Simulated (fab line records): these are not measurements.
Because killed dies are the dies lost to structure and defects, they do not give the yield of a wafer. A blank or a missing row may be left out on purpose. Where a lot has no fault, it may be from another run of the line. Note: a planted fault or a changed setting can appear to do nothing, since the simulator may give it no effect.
fab line records    flow sky130
record: lots: 12  wafers: 36  last-day: 50
route steps=708 shown GATE_OXIDE@200 VIA4@660 METAL5@675 PAD_OPEN@701
lots that met no fault: taken from a fault-free run of the same line
start-h: the number of hours between the record's first day and the start of the first shown wafer of the lot    wait-h: time in hours since the lot's previous step    " the same as in the row above    L1.1+2: a single row standing in for several wafers    - value missing, or start not given    * or withheld: withheld    < > ~ a bound
route shown NAME@n: a module of which the file shows steps, and the number in the route of the first    usual: mean and standard deviation over wafers with no fault    same: alike in all rows    chamber/n: place in a boat    sites: the reading at each site    _std_site: standard deviation of those values    _edge_site: inner sites' mean taken away from outer sites' mean    radius-mm: for every site, how far away it sits from the centre of the wafer    mask NAME#n: copy n    behind: the tool/chamber that last shaped the wafer    hold: why the lot was held/for how many hours/how that ended    device: which transistor (n, p or np) failed to switch    end of line: the tests these same wafers got at the end of their route    where a step has no rows: the recipe by itself    killed: the dies lost at the first sort to structure and to defects; this is not the yield of the wafer    map: dies across one wafer; x = killed, . = not, _ = none there
set.NAME: setting as actually run; set.NAME@STEP: the setting as run at that earlier step    model.NAME: the simulator's own value behind a step, which no gauge read
one table for each step of the route and one row for each wafer, over a sample of lots
services: a tool's chamber out of use, with start hour (start-h, from the record's first day; less than 0 if before it), hours out, and reason
== steps ==
step: SKY_GATE_OXIDE_STRIP_13
recipe: chemistry: O2/N2  power-w: 1400  pressure-mtorr: 1500  platen-temp-c: withheld  o2-flow-sccm: 3000  n2-flow-sccm: 300  overash-fraction: 0.5
usual: drypump-motor-current-A: 5.9/0.36  oes-product-au: 0.715/0.0046  strip-time-to-endpoint-s: 14.18/0.044
lot.wafer  tool             chamber  start-h  wait-h  drypump-motor-current-A  oes-product-au  rf-hours-counter-h  strip-time-to-endpoint-s
L577.2     plasma-asher-02  0        303.63   0.0     6.1                      0.720           18                  14.19
L577.3     "                1        "        "       6.2                      0.713           -                   14.19
L577.5     "                0        "        "       6.1                      0.713           -                   14.16
L578.1     plasma-asher-01  1        319.70   0.0     6.3                      0.720           64                  14.18
L578.3     "                1        "        "       6.3                      0.713           -                   14.17
L578.6     "                1        "        "       6.3                      0.714           -                   14.18
L579.4     plasma-asher-01  0        320.65   0.0     5.5                      0.712           -                   14.27
L579.5     "                1        "        "       6.3                      0.716           -                   14.25
L579.6     "                0        "        "       5.5                      0.710           -                   14.22
L580.1     plasma-asher-04  1        327.88   0.0     5.3                      0.712           65                  14.17
L580.5     "                1        "        "       5.3                      0.709           -                   14.18
L580.6     "                0        "        "       5.9                      0.707           -                   14.20
L584.2     plasma-asher-01  1        375.41   0.0     6.3                      0.723           69                  14.22
L584.3     "                1        "        "       6.3                      0.706           -                   14.22
L584.6     "                1        "        "       6.3                      0.723           -                   14.21
L587.2     plasma-asher-04  1        393.67   0.0     5.3                      0.709           72                  14.20
L587.5     "                1        "        "       5.3                      0.720           -                   14.17
L587.6     "                0        "        "       5.9                      0.712           -                   14.19
L589.2     plasma-asher-02  0        409.94   0.0     6.1                      0.722           28                  14.19
L589.4     "                1        "        "       6.2                      0.712           -                   14.19
L589.5     "                1        "        "       6.3                      0.719           -                   14.20
L591.1     plasma-asher-02  0        424.17   0.0     6.1                      0.711           30                  14.17
L591.3     "                0        "        "       6.1                      0.716           -                   14.22
L591.5     "                1        "        "       6.3                      0.712           -                   14.24
L596.1     plasma-asher-01  1        464.81   0.0     6.3                      0.709           4                   14.15
L596.2     "                0        "        "       5.5                      0.721           4                   14.23
L596.4     "                1        "        "       6.3                      0.713           -                   14.21
L597.1     plasma-asher-04  0        472.51   0.0     5.9                      0.714           80                  14.11
L597.3     "                0        "        "       5.9                      0.716           -                   14.16
L597.5     "                1        "        "       5.3                      0.718           -                   14.12
L598.1     plasma-asher-01  0        476.73   0.0     5.5                      0.718           5                   14.25
L598.2     "                1        "        "       6.3                      0.707           5                   14.20
L598.6     "                1        "        "       6.2                      0.712           -                   14.21
L599.1     plasma-asher-02  1        491.79   0.0     6.2                      0.718           37                  14.15
L599.2     "                0        "        "       6.1                      0.715           37                  14.11
L599.5     "                0        "        "       6.0                      0.714           -                   14.21
step: SKY_VIA4_CMP_21
recipe: stop-on: SiO2  t-overpolish-s: 25  down-force-psi: 3.5  platen-rpm: 60  target-thk-nm: 0  pad-velocity-m-s: 0.94248
usual: motor-current-A: 11.4/0.83  overpolish-run-s: 25.000/0.0086  slurry-filter-dp-kPa: 13.50/0.14  time-to-endpoint-s: 121/3.2
lot.wafer  tool    chamber  start-h  wait-h  motor-current-A  overpolish-run-s  slurry-filter-dp-kPa  time-to-endpoint-s
L577.2     cmp-01  2        996.82   0.2     10.6             24.986            13.27                 124
L577.3     "       3        "        "       11.5             24.992            13.89                 125
L577.5     "       2        "        "       10.5             24.998            13.54                 119
L578.1     cmp-02  2        1006.92  0.1     11.7             25.009            13.62                 121
L578.3     "       0        "        "       10.8             24.999            13.59                 120
L578.6     "       3        "        "       10.8             24.996            13.28                 118
L579.4     cmp-02  3        1009.85  0.1     11.0             25.008            13.56                 119
L579.6     "       1        "        "       12.4             24.995            13.56                 122
L579.5     "       2        "        "       11.6             24.998            13.29                 119
L580.1     cmp-02  2        1018.28  0.3     11.8             24.989            13.42                 121
L580.6     "       3        "        "       10.8             24.998            13.31                 126
L580.5     "       0        "        "       11.1             25.002            13.56                 123
L584.3     cmp-01  1        1062.74  0.1     11.6             25.015            13.37                 119
L584.2     "       0        "        "       9.8              25.008            13.22                 123
L584.6     "       1        "        "       11.9             24.992            13.45                 118
L587.2     cmp-02  2        1069.93  0.3     11.8             25.008            13.41                 115
L587.6     "       3        "        "       11.5             24.996            13.51                 114
L587.5     "       0        "        "       11.7             25.016            13.64                 114
L589.2     cmp-02  0        1077.92  0.0     11.1             24.996            13.39                 118
L589.4     "       2        "        "       11.7             25.001            13.56                 121
L589.5     "       0        "        "       11.4             24.994            13.36                 117
L591.3     cmp-01  3        1088.84  0.3     11.6             25.000            13.37                 120
L591.1     "       0        "        "       9.6              24.990            13.35                 117
L591.5     "       3        "        "       11.8             25.009            13.60                 124
L596.2     cmp-02  2        1125.51  0.1     11.1             25.009            13.41                 122
L596.1     "       3        "        "       11.3             25.006            13.64                 125
L596.4     "       0        "        "       11.4             24.993            13.56                 121
L597.3     cmp-02  1        1129.13  0.0     11.8             24.987            13.71                 124
L597.1     "       0        "        "       11.7             24.998            13.54                 124
L597.5     "       2        "        "       11.4             24.998            13.51                 127
L598.1     cmp-01  1        1131.74  0.1     11.0             24.981            13.56                 126
L598.2     "       2        "        "       10.6             25.003            13.30                 122
L598.6     "       1        "        "       12.0             25.000            13.73                 121
L599.2     cmp-01  2        1134.87  0.4     10.8             24.986            13.66                 114
L599.1     "       3        "        "       12.1             25.003            13.41                 119
L599.5     "       1        "        "       12.0             24.991            13.48                 120
step: SKY_METAL5_DESCUM_14
recipe: chemistry: O2  source-power-w: 150  bias-power-w: 0  pressure-mtorr: 10  temp-c: 40  time-s: 11
usual: drypump-motor-current-A: 5.8/0.46  he-backside-leak-sccm: 3.37/0.2  oes-product-au: 0.998/0.013  temp-c: 40.02/0.12
lot.wafer  tool          chamber  start-h  wait-h  drypump-motor-current-A  he-backside-leak-sccm  oes-product-au  rf-hours-counter-h  temp-c
L577.2     rie-metal-01  0        1019.88  0.1     5.6                      3.11                   0.993           5                   39.66
L577.3     "             0        "        "       5.6                      3.25                   0.986           -                   39.86
L577.5     "             1        "        "       6.1                      3.03                   0.982           -                   40.00
L578.1     rie-metal-03  0        1029.11  0.1     5.0                      3.53                   0.987           14                  40.18
L578.3     "             1        "        "       5.5                      3.30                   0.994           -                   39.93
L578.6     "             1        "        "       5.5                      3.31                   0.990           -                   39.87
L579.4     rie-metal-04  0        1031.52  0.1     6.1                      3.44                   1.006           -                   40.10
L579.5     "             1        "        "       6.3                      3.31                   1.018           -                   40.10
L579.6     "             0        "        "       6.1                      3.50                   1.021           -                   40.03
L580.1     rie-metal-03  0        1041.36  0.1     5.0                      3.41                   0.986           15                  39.92
L580.5     "             0        "        "       5.0                      3.46                   0.998           -                   40.04
L580.6     "             1        "        "       5.5                      3.23                   0.986           -                   40.11
L584.2     rie-metal-04  0        1084.01  0.1     6.1                      3.32                   1.002           18                  40.13
L584.3     "             0        "        "       6.1                      3.30                   1.014           -                   40.01
L584.6     "             0        "        "       6.1                      3.39                   1.008           -                   40.15
L587.2     rie-metal-04  1        1090.66  0.1     6.3                      3.49                   1.024           12                  40.03
L587.5     "             1        "        "       6.3                      3.39                   1.017           -                   40.08
L587.6     "             0        "        "       6.1                      3.42                   1.007           -                   40.14
L589.2     rie-metal-04  1        1098.41  0.1     6.3                      3.44                   1.012           13                  40.00
L589.4     "             1        "        "       6.3                      3.54                   1.008           -                   40.18
L589.5     "             0        "        "       6.1                      3.47                   1.006           -                   40.00
L591.1     rie-metal-03  0        1109.43  0.1     5.0                      3.29                   0.985           20                  39.83
L591.3     "             0        "        "       5.0                      3.34                   0.993           -                   40.09
L591.5     "             0        "        "       5.0                      3.40                   0.990           -                   39.96
L596.1     rie-metal-04  0        1143.81  0.1     6.1                      3.41                   1.008           23                  39.91
L596.2     "             1        "        "       6.3                      3.39                   1.014           17                  40.08
L596.4     "             1        "        "       6.3                      3.49                   1.014           -                   40.06
L597.1     rie-metal-03  1        1148.31  0.1     5.5                      3.25                   0.988           18                  40.01
L597.3     "             1        "        "       5.5                      3.37                   0.991           -                   39.92
L597.5     "             0        "        "       5.1                      3.48                   0.988           -                   40.09
L598.1     rie-metal-01  1        1150.36  0.1     6.1                      3.15                   0.990           25                  39.96
L598.2     "             1        "        "       6.1                      3.66                   0.995           -                   39.86
L598.6     "             1        "        "       6.1                      3.20                   0.995           -                   39.79
L599.1     rie-metal-01  1        1153.51  0.1     6.1                      3.24                   0.986           26                  40.02
L599.2     "             1        "        "       6.1                      3.18                   0.989           -                   40.01
L599.5     "             1        "        "       6.1                      3.27                   0.994           -                   40.20
step: SKY_PAD_OPEN_ETCH_07
recipe: chemistry: CF4/O2  target-depth-nm: 725  stop-on: AlCu  source-w: 800  bias-w: 150  pressure-mtorr: 150  cf4-flow-sccm: 80  O2_flow_sccm: 10  time-s: 161.1
usual: drypump-motor-current-A: 5.7/0.34  oes-product-au: 0.977/0.0075  throttle-valve-pct: 5.965/0.0089
lot.wafer  tool         chamber  start-h  wait-h  drypump-motor-current-A  oes-product-au  rf-hours-counter-h  throttle-valve-pct
L577.2     rie-diel-03  3        1065.41  -       5.8                      0.974           26                  5.969
L577.3     "            1        "        "       5.9                      0.974           15                  5.947
L577.5     "            1        "        "       5.8                      0.975           -                   5.949
L578.1     rie-diel-02  1        1074.56  -       5.3                      0.964           24                  5.955
L578.3     "            3        "        "       5.2                      0.968           13                  5.962
L578.6     "            2        "        "       6.2                      0.976           -                   5.963
L579.4     rie-diel-02  0        1077.31  -       5.8                      0.972           10                  5.966
L579.5     "            2        "        "       6.2                      0.965           -                   5.963
L579.6     "            3        "        "       5.2                      0.974           -                   5.982
L580.1     rie-diel-01  0        1086.46  -       5.8                      0.965           11                  5.941
L580.5     "            3        "        "       5.0                      0.965           -                   5.961
L580.6     "            2        "        "       5.9                      0.975           -                   5.959
L584.2     rie-diel-03  3        1124.64  -       5.8                      0.969           29                  5.973
L584.3     "            1        "        "       5.8                      0.977           18                  5.959
L584.6     "            2        "        "       5.9                      0.980           -                   5.966
L587.2     rie-diel-02  2        1131.56  -       6.2                      0.974           10                  5.958
L587.5     "            3        "        "       5.2                      0.986           -                   5.973
L587.6     "            2        "        "       6.2                      0.979           -                   5.953
L589.2     rie-diel-03  0        1137.24  -       5.5                      0.969           23                  5.962
L589.4     "            3        "        "       5.7                      0.977           29                  5.958
L589.5     "            3        "        "       5.7                      0.977           -                   5.963
L591.1     rie-diel-03  0        1150.31  -       5.5                      0.985           23                  5.972
L591.3     "            2        "        "       6.0                      0.979           31                  5.960
L591.5     "            0        "        "       5.5                      0.993           -                   5.970
L596.1     rie-diel-03  1        1179.16  -       5.8                      0.987           20                  5.955
L596.2     "            0        "        "       5.5                      0.990           24                  5.980
L596.4     "            2        "        "       6.0                      0.991           32                  5.975
L597.1     rie-diel-02  3        1183.39  -       5.2                      0.982           17                  5.970
L597.3     "            2        "        "       6.2                      0.980           12                  5.956
L597.5     "            3        "        "       5.2                      0.982           -                   5.985
L598.1     rie-diel-01  1        1185.69  -       5.6                      0.971           17                  5.955
L598.2     "            0        "        "       5.8                      0.979           15                  5.976
L598.6     "            3        "        "       5.0                      0.974           -                   5.965
L599.1     rie-diel-01  3        1188.61  -       5.0                      0.973           12                  5.950
L599.2     "            0        "        "       5.8                      0.972           15                  5.953
L599.5     "            1        "        "       5.6                      0.981           -                   5.961
step: SKY_PAD_OPEN_PROBE_99
usual: killed_at_M0_to_M3: 43/6.4  killed_at_M4_up: 3.2/1.8  killed-at-contacts: 25/5.8  killed-at-front-end: 16/4.1  killed-at-other: 0.2/0.47  killed-dies: 88/9.9  killed-open: 47/7.3  killed-short: 40/7.1
same: gross-dies: 492  killed-at-back-side: 0
lot.wafer  tool       chamber  start-h  wait-h  killed_at_M0_to_M3  killed_at_M4_up  killed-at-contacts  killed-at-front-end  killed-at-other  killed-dies  killed-open  killed-short
L580.1     prober-02  -        1088.78  0.1     45                  1                18                  10                   0                74           41           33
L580.5     prober-02  -        1088.98  0.2     42                  2                26                  18                   0                88           40           48
L580.6     prober-02  -        1089.03  0.2     47                  2                26                  8                    0                83           52           31
L584.2     prober-02  -        1127.01  0.1     43                  3                29                  18                   0                93           58           35
L584.3     prober-02  -        1127.06  0.2     39                  3                26                  22                   0                90           56           34
L584.6     prober-02  -        1127.21  0.2     32                  4                35                  14                   0                85           48           37
L591.1     prober-01  -        1152.63  0.1     51                  1                24                  14                   0                90           45           45
L591.3     prober-01  -        1152.73  0.2     49                  2                34                  18                   0                103          57           46
L591.5     prober-01  -        1152.83  0.2     47                  3                26                  13                   2                91           49           40
L596.1     prober-02  -        1181.60  0.1     46                  5                26                  57                   1                135          45           45
L596.2     prober-02  -        1181.65  0.1     40                  4                17                  63                   0                124          40           35
L596.4     prober-02  -        1181.75  0.2     45                  2                17                  62                   1                127          43           42
L598.1     prober-02  -        1188.06  0.1     42                  2                22                  58                   0                124          50           34
L598.2     prober-02  -        1188.11  0.1     43                  6                29                  56                   0                134          54           38
L598.6     prober-02  -        1188.31  0.2     38                  1                33                  61                   1                134          49           39
killed by level:class
L580.1 VIA3:geometric-particle:open=9 CONTACT:geometric-particle:open=8 VIA1:geometric-particle:open=8 METAL1:geometric-particle:short=6 METAL2:geometric-particle:short=6 VIA3:geometric-particle:short=4 VIA2:geometric-particle:open=4 FIELD_ISO:geometric-particle:short=3
L580.5 VIA1:geometric-particle:open=8 LI_CONTACT:geometric-particle:open=7 VIA2:geometric-particle:open=7 POLY_GATE:geometric-particle:short=5 LI_CONTACT:geometric-particle:short=5 LOCAL_INTERCONNECT:geometric-particle:short=5 CONTACT:geometric-particle:open=5 METAL2:geometric-particle:short=5
L580.6 CONTACT:geometric-particle:open=11 VIA1:geometric-particle:open=10 LI_CONTACT:geometric-particle:open=8 METAL1:geometric-particle:short=8 VIA3:geometric-particle:open=8 VIA2:geometric-particle:open=6 LOCAL_INTERCONNECT:geometric-particle:short=4 FIELD_ISO:geometric-particle:short=3
L584.2 CONTACT:geometric-particle:open=12 VIA2:geometric-particle:open=10 VIA1:geometric-particle:open=9 LI_CONTACT:geometric-particle:open=8 VIA3:geometric-particle:open=7 FIELD_ISO:geometric-particle:open=5 POLY_GATE:geometric-particle:short=4 CONTACT:geometric-particle:short=4
L584.3 VIA2:geometric-particle:open=11 CONTACT:geometric-particle:open=9 FIELD_ISO:geometric-particle:open=8 LI_CONTACT:geometric-particle:open=8 VIA1:geometric-particle:open=8 FIELD_ISO:geometric-particle:short=5 POLY_GATE:geometric-particle:open=5 CONTACT:geometric-particle:short=5
L584.6 CONTACT:geometric-particle:open=14 VIA1:geometric-particle:short=9 LI_CONTACT:geometric-particle:open=8 VIA1:geometric-particle:open=7 CONTACT:geometric-particle:short=7 VIA2:geometric-particle:open=6 METAL2:geometric-particle:short=4 FIELD_ISO:geometric-particle:open=3
L591.1 VIA1:geometric-particle:short=9 CONTACT:geometric-particle:open=9 METAL1:geometric-particle:short=7 VIA3:geometric-particle:open=7 LI_CONTACT:geometric-particle:open=6 VIA2:geometric-particle:open=6 POLY_GATE:geometric-particle:open=5 VIA2:geometric-particle:short=5
L591.3 VIA1:geometric-particle:open=16 LI_CONTACT:geometric-particle:open=13 METAL1:geometric-particle:short=7 VIA3:geometric-particle:open=6 FIELD_ISO:geometric-particle:open=5 FIELD_ISO:geometric-particle:short=5 LI_CONTACT:geometric-particle:short=5 LOCAL_INTERCONNECT:geometric-particle:short=5
L591.5 VIA1:geometric-particle:open=13 CONTACT:geometric-particle:open=11 VIA2:geometric-particle:open=8 FIELD_ISO:geometric-particle:open=7 CONTACT:geometric-particle:short=5 VIA1:geometric-particle:short=5 METAL2:geometric-particle:short=5 VIA3:geometric-particle:short=5
L596.1 GATE_OXIDE:unspecified=43 VIA1:geometric-particle:open=11 CONTACT:geometric-particle:open=7 LOCAL_INTERCONNECT:geometric-particle:short=7 VIA3:geometric-particle:open=7 METAL2:geometric-particle:short=6 VIA2:geometric-particle:open=6 CONTACT:geometric-particle:short=5
L596.2 GATE_OXIDE:unspecified=49 VIA1:geometric-particle:open=8 VIA3:geometric-particle:open=7 VIA2:geometric-particle:open=6 SPACER:geometric-particle:short=5 METAL2:geometric-particle:short=5 POLY_GATE:geometric-particle:short=4 LI_CONTACT:geometric-particle:open=4
L596.4 GATE_OXIDE:unspecified=41 VIA1:geometric-particle:open=8 METAL1:geometric-particle:short=7 VIA3:geometric-particle:open=7 CONTACT:geometric-particle:open=6 FIELD_ISO:geometric-particle:short=5 POLY_GATE:geometric-particle:open=5 POLY_GATE:geometric-particle:short=5
L598.1 GATE_OXIDE:unspecified=40 LI_CONTACT:geometric-particle:open=10 CONTACT:geometric-particle:open=9 VIA1:geometric-particle:open=9 VIA3:geometric-particle:open=8 POLY_GATE:geometric-particle:short=5 METAL2:geometric-particle:short=5 METAL1:geometric-particle:short=5
L598.2 GATE_OXIDE:unspecified=42 CONTACT:geometric-particle:open=11 LI_CONTACT:geometric-particle:open=10 METAL1:geometric-particle:short=10 VIA1:geometric-particle:open=7 VIA1:geometric-particle:short=5 VIA2:geometric-particle:open=5 LOCAL_INTERCONNECT:geometric-particle:short=4
L598.6 GATE_OXIDE:unspecified=46 VIA1:geometric-particle:open=13 LI_CONTACT:geometric-particle:open=9 CONTACT:geometric-particle:open=8 VIA3:geometric-particle:open=7 CONTACT:geometric-particle:short=6 LOCAL_INTERCONNECT:geometric-particle:short=6 FIELD_ISO:geometric-particle:open=5
== services ==
tool             chamber  start-h  hours  kind
cmp-02           -        323.42   0.2    repair
cmp-01           -        324.55   2.3    repair
plasma-asher-01  -        365.66   2.8    pm
cmp-01           -        371.13   4.5    pm
cmp-02           -        381.28   18.0   repair
cmp-02           -        410.44   1.5    repair
cmp-02           -        428.36   1.1    repair
cmp-02           -        455.09   1.0    repair
cmp-02           -        480.66   1.4    repair
cmp-02           -        537.03   0.9    repair
cmp-02           -        575.93   4.0    pm
cmp-02           -        602.06   4.2    pm
cmp-02           -        664.61   5.7    pm
cmp-02           -        673.32   0.7    repair
cmp-02           -        712.44   2.0    repair
cmp-02           -        731.64   10.5   pm
cmp-02           -        751.69   2.2    repair
cmp-02           -        757.66   1.0    repair
cmp-02           -        874.03   1.3    repair
cmp-02           -        904.71   3.9    repair
cmp-02           -        915.93   4.0    pm
cmp-02           -        1011.21  2.0    repair
cmp-02           -        1011.47  1.0    repair
cmp-02           -        1168.06  1.2    repair
== key ==
first-sign: step: SKY_PAD_OPEN_PROBE_99  reading: killed-at-front-end  direction: up  sigmas: 11  usual: 16  struck: 60
effect: step: SKY_PAD_OPEN_PROBE_99  reading: killed-dies  direction: up  sigmas: 4.3  usual: 88  struck: 130
met-at SKY_GATE_OXIDE_STRIP_13
struck-lots L596,L598
tester-left-out L596,L598
not-acting-at SKY_VIA4_CMP_21,SKY_METAL5_DESCUM_14,SKY_PAD_OPEN_ETCH_07
onset-between 375.41 464.81
fault: kind: chamber-particle-source  tool: plasma-asher-01  chamber: -  onset-h: 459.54  steps: SKY_GATE_OXIDE_STRIP_13  rate-per-visit-cm2: 0.56994  end-h: 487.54
tester-left-out: of these lots the tester's yield and bins aren't shown, on N5 and GAA mostly nor the transistor test; their killed dies are dies lost to structure and defects alone, not to doping, threshold or leakage, so they don't give the yield
